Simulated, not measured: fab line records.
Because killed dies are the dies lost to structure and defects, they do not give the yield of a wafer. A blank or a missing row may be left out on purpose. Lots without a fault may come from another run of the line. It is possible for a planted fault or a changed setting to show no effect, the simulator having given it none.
What tool caused it? + flow sky130 + 14 lots with 42 wafers sampled at 2 steps, on a route of 708 steps

## WHAT THE GAUGES READ, wafer by wafer
SKY_VT_ADJUST_LVTN_TW_MEAS_10. Usual: VT_ADJUST_LVTN_TW gives 242.0 (standard deviation 1.7).
| lot  | measured     | on           | VT_ADJUST_LVTN_TW | flag |
|------|--------------|--------------|-------------------|------|
| L885 | day 7 20:20  | filmMetro-01 | 240.8 241.1 241.5 |      |
| L886 | day 8 01:44  | filmMetro-01 | 241.2 242.0 242.4 |      |
| L887 | day 8 08:10  | filmMetro-04 | 246.1 243.7 244.7 |      |
| L888 | day 8 13:02  | filmMetro-03 | 240.6 241.0 242.4 |      |
| L889 | day 9 01:56  | filmMetro-01 | 241.6 239.9 239.8 |      |
| L890 | day 9 04:44  | filmMetro-01 | 242.4 241.9 242.6 |      |
| L891 | day 9 13:38  | filmMetro-04 | 243.3 243.2 244.0 |      |
| L892 | day 9 19:17  | filmMetro-03 | 243.1 244.9 243.0 |      |
| L893 | day 9 21:38  | filmMetro-01 | 285.6 283.1 285.1 | OFF  |
| L894 | day 10 02:59 | filmMetro-03 | 282.5 284.5 283.0 | OFF  |
| L895 | day 10 08:56 | filmMetro-03 | 240.5 241.3 240.9 |      |
| L902 | day 12 06:52 | filmMetro-03 | 241.2 238.7 241.0 |      |
| L903 | day 12 13:11 | filmMetro-03 | 242.6 241.7 241.6 |      |
| L905 | day 13 05:46 | filmMetro-04 | 245.4 245.2 244.0 |      |

## EACH LOT AND THE TOOL THAT RAN IT (in order: tool; ch and the chambers of the sampled wafers; start)
| lot  | SKY_VT_ADJUST_LVTN_IMPLANT_08   |
|------|---------------------------------|
| L885 | implanter-04 ch 0, day 7 20:06  |
| L886 | implanter-02 ch 0, day 8 01:31  |
| L887 | implanter-02 ch 0, day 8 07:55  |
| L888 | implanter-04 ch 0, day 8 12:49  |
| L889 | implanter-04 ch 0, day 9 01:43  |
| L890 | implanter-02 ch 0, day 9 04:30  |
| L891 | implanter-04 ch 0, day 9 13:25  |
| L892 | implanter-01 ch 0, day 9 19:04  |
| L893 | implanter-04 ch 0, day 9 21:25  |
| L894 | implanter-04 ch 0, day 10 02:47 |
| L895 | implanter-02 ch 0, day 10 08:43 |
| L902 | implanter-01 ch 0, day 12 06:37 |
| L903 | implanter-02 ch 0, day 12 12:58 |
| L905 | implanter-04 ch 0, day 13 05:31 |
- SKY_VT_ADJUST_LVTN_IMPLANT_08

## WHAT THE TOOLS THEMSELVES READ (means of the sampled wafers that have a number; where no wafer has one, the mark that the record gives instead)
SKY_VT_ADJUST_LVTN_IMPLANT_08. Usual: doseIonsCm2 1.57e+12, standard deviation 1.6e+09; faradayCurrentUA 8.87, standard deviation 0.16.
| lot  | tool         | doseIonsCm2 | faradayCurrentUA | flag |
|------|--------------|-------------|------------------|------|
| L885 | implanter-04 | 1.57e+12    | 8.85             |      |
| L886 | implanter-02 | 1.57e+12    | 8.90             |      |
| L887 | implanter-02 | 1.57e+12    | 8.88             |      |
| L888 | implanter-04 | 1.57e+12    | 8.80             |      |
| L889 | implanter-04 | 1.57e+12    | 8.95             |      |
| L890 | implanter-02 | 1.57e+12    | 8.94             |      |
| L891 | implanter-04 | 1.57e+12    | 8.93             |      |
| L892 | implanter-01 | 1.57e+12    | 8.93             |      |
| L893 | implanter-04 | 2.74e+12    | 15.47            | OFF  |
| L894 | implanter-04 | 2.74e+12    | 15.49            | OFF  |
| L895 | implanter-02 | 1.57e+12    | 8.83             |      |
| L902 | implanter-01 | 1.57e+12    | 8.90             |      |
| L903 | implanter-02 | 1.57e+12    | 8.76             |      |
| L905 | implanter-04 | 1.57e+12    | 8.90             |      |

## THE ANSWER, worked out from the rows above alone
Rule: a lot is off if the mean of its wafers that have a number lies more than 3 standard deviations from the usual mean. A lot without any number at a reading at which 4 lots or more have one is off too. All remaining lots with rows at the step are treated as sound. Order of review: gauges by route order, followed by the tools' own readings, for which a lot's mean as printed above is used. The first step at which some lot is off is used, and at that step the reading that is off furthest; a lot without a number counts as furthest.
Off: at SKY_VT_ADJUST_LVTN_TW_MEAS_10 (VT_ADJUST_LVTN_TW), L893, L894.
If a tool, at a process step before that reading, ran all the lots that are off and no sound lot after the first of them, it fits. The gauges at SKY_VT_ADJUST_LVTN_TW_MEAS_10 aren't tried: what is off there is off at SKY_VT_ADJUST_LVTN_IMPLANT_08 too, on other tools, and a gauge's error can't cause that. Of those tried, none fits.

## WHAT WAS PUT IN BY THE SIMULATOR
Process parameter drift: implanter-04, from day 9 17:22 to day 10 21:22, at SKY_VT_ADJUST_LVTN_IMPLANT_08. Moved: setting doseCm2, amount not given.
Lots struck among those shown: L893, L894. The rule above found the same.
